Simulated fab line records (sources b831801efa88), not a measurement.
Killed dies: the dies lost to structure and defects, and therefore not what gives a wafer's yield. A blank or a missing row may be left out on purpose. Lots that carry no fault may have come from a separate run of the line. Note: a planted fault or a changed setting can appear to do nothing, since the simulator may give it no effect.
Problem report in the 8D (eight disciplines) form, filled by code | flow gf180mcu | the parts of the form that need people (team, actions taken, sign-off) are left out

## 1. PROBLEM STATEMENT
Across 6 wafers from 2 lots, VT_IMPLANT_4_TW at GF_VT_IMPLANT_TW_MEAS_43 averages 748, while fault-free wafers read 688 with a standard deviation of 4.2. That puts it +14 standard deviations away from the usual mean.
Seen first at day 11 03:47 on film metro-01, wafer L739.1. The record holds 42 wafers of 14 lots with a number at this step. Rule for "out" (also "out of limits"): further than 4 standard deviations from the usual mean. Any other wafer with a number is counted as sound.

## 2. WHAT IT IS AND WHAT IT IS NOT
question                    | is                           | is not
which readings at this step | VT_IMPLANT_4_TW              | -
which lots                  | L739, L743                   | L726, L729, L730, L731, L732, L733, L734, L736, L738, L740, L741, L748
which wafers of those lots  | all that have a number       | -
read on which gauges        | film metro-01, film metro-03 | film metro-02
when                        | from day 11 03:47            | up to then (27 sound wafers); but 9 sound wafers of L740, L741, L748 came after

## 3. THE SUSPECTS, EACH WITH WHAT RULES IT OUT
Counting: a tool at any process step up to the reading remains a suspect when it ran all the lots that are out and ran no sound lot after the first of those.
- the gauge at GF_VT_IMPLANT_TW_MEAS_43 is ruled out. The wafers that are out were read on 2 gauges (film metro-01, film metro-03).
- implanter-01 at GF_VT_IMPLANT_IMPLANT_41: kept. It ran every lot that is out, first L739 (day 11 03:32), and no sound lot after that; its last sound lot up to then is L736 (day 10 05:28). Its own readings are out on those wafers: dose ions cm2, faraday current uA.
Remaining after the count: implanter-01 at GF_VT_IMPLANT_IMPLANT_41.

## 4. THE CAUSE (what the simulator had put in)
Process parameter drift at GF_VT_IMPLANT_IMPLANT_41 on implanter-01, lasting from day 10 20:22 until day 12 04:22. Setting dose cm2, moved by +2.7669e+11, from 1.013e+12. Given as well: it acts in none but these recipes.
After counting, this tool was the only one left.

## 5. SEQUENCE OF EFFECTS, ordered by route
Each row: a reading where the mean over the struck wafers with a number is more than 3 standard deviations away from the usual. Scope: only readings with a usual standard deviation given in the record; hours: median across lots of the time from each lot's start at the first step in this table that gives one to its start at this step; sigmas: change in usual standard deviations.
hours | step                     | reading            | usual      | on struck wafers | change      | sigmas
0     | GF_VT_IMPLANT_IMPLANT_41 | dose ions cm2      | 1.0132e+12 | 1.2896e+12       | +2.7640e+11 | +99 or more
0     | GF_VT_IMPLANT_IMPLANT_41 | faraday current uA | 5.71       | 7.21             | +1.50       | +14
0     | GF_VT_IMPLANT_TW_MEAS_43 | VT_IMPLANT_4_TW    | 688        | 748              | +60         | +14
Process steps it contains:
- GF_VT_IMPLANT_IMPLANT_41

## 6. WHAT WOULD HAVE CAUGHT IT SOONER
Counted from the fault's start at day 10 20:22, it took 7 hours until the first out-of-limits reading at a measuring or inspecting step in this record, taken at day 11 03:47.
The tool's own readings at GF_VT_IMPLANT_IMPLANT_41 were out on every struck wafer that the step has a row for (dose ions cm2, faraday current uA): an alarm limit on them would have fired on the first of those.
Of the lots that are out (2), L743 began GF_VT_IMPLANT_IMPLANT_41 on implanter-01 after day 11 03:47. A hold on the tool at that time would have spared it.
